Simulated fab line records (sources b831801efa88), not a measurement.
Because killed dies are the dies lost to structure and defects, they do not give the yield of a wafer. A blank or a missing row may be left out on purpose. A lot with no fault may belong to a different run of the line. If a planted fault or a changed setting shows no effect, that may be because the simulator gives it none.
Matching of chambers :: flow sky130 :: SKY_VIA4_ETCH_12 on rie diel-02 has 4 sister chambers
The step etches SiO2 in C4F8/O2/Ar, stops on TiN, target depth 580 nm. 14 wafers are shown with their chamber, then 7 later ones without.

== EACH WAFER AND ITS CHAMBER ==
wafer: L077.1
chamber: 1
oes product au (a.u.): 0.922

wafer: L077.4
chamber: 2
oes product au (a.u.): 0.927

wafer: L077.6
chamber: 2
oes product au (a.u.): 0.920

wafer: L078.2
chamber: 2
oes product au (a.u.): 0.925

wafer: L078.3
chamber: 3
oes product au (a.u.): 0.924

wafer: L078.5
chamber: 3
oes product au (a.u.): 0.924

wafer: L081.2
chamber: 3
oes product au (a.u.): 0.924

wafer: L081.5
chamber: 2
oes product au (a.u.): 0.919

wafer: L081.6
chamber: 3
oes product au (a.u.): 0.925

wafer: L085.1
chamber: 0
oes product au (a.u.): 0.927

wafer: L085.2
chamber: 2
oes product au (a.u.): 0.926

wafer: L085.5
chamber: 0
oes product au (a.u.): 0.923

wafer: L086.2
chamber: 1
oes product au (a.u.): 0.928

wafer: L086.3
chamber: 2
oes product au (a.u.): 0.929

SIGNATURES, as means of the wafers listed above
reading: oes product au
chamber 0: 0.92500
chamber 1: 0.92500
chamber 2: 0.92433
chamber 3: 0.92425
scatter within a chamber: 0.00326
Rule: for each reading, subtract the chamber's mean from the wafer's reading, divide by that reading's scatter and square the result; add these up over the readings and take the root, which gives the wafer's distance from the chamber. The wafer belongs to the nearest chamber; if the next one is less than 2 further off, it can't be placed. The scatter is the square root of a quotient: the sum, over the shown wafers, of each reading's squared deviation from its chamber's mean, divided by wafers minus chambers.

== WAFERS WITH NO CHAMBER GIVEN ==
wafer: L086.6
oes product au (a.u.): 0.919

wafer: L088.1
oes product au (a.u.): 0.926

wafer: L088.4
oes product au (a.u.): 0.929

wafer: L088.5
oes product au (a.u.): 0.928

wafer: L089.1
oes product au (a.u.): 0.927

wafer: L089.4
oes product au (a.u.): 0.931

wafer: L089.6
oes product au (a.u.): 0.925

== WHICH CHAMBER EACH WENT THROUGH ==
wafer: L086.6
from the rows above: can't be placed: 3 or 2 or 0 or 1
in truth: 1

wafer: L088.1
from the rows above: can't be placed: 0 or 1 or 2 or 3
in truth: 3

wafer: L088.4
from the rows above: can't be placed: 0 or 1 or 2 or 3
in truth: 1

wafer: L088.5
from the rows above: can't be placed: 0 or 1 or 2 or 3
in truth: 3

wafer: L089.1
from the rows above: can't be placed: 0 or 1 or 2 or 3
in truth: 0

wafer: L089.4
from the rows above: can't be placed: 0 or 1 or 2 or 3
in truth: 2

wafer: L089.6
from the rows above: can't be placed: 0 or 1 or 2 or 3
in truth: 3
Placed correctly: 0 of 7. Can't be placed from these rows: 7 (the true chamber is among the candidates in 7). 0 placed wrongly.
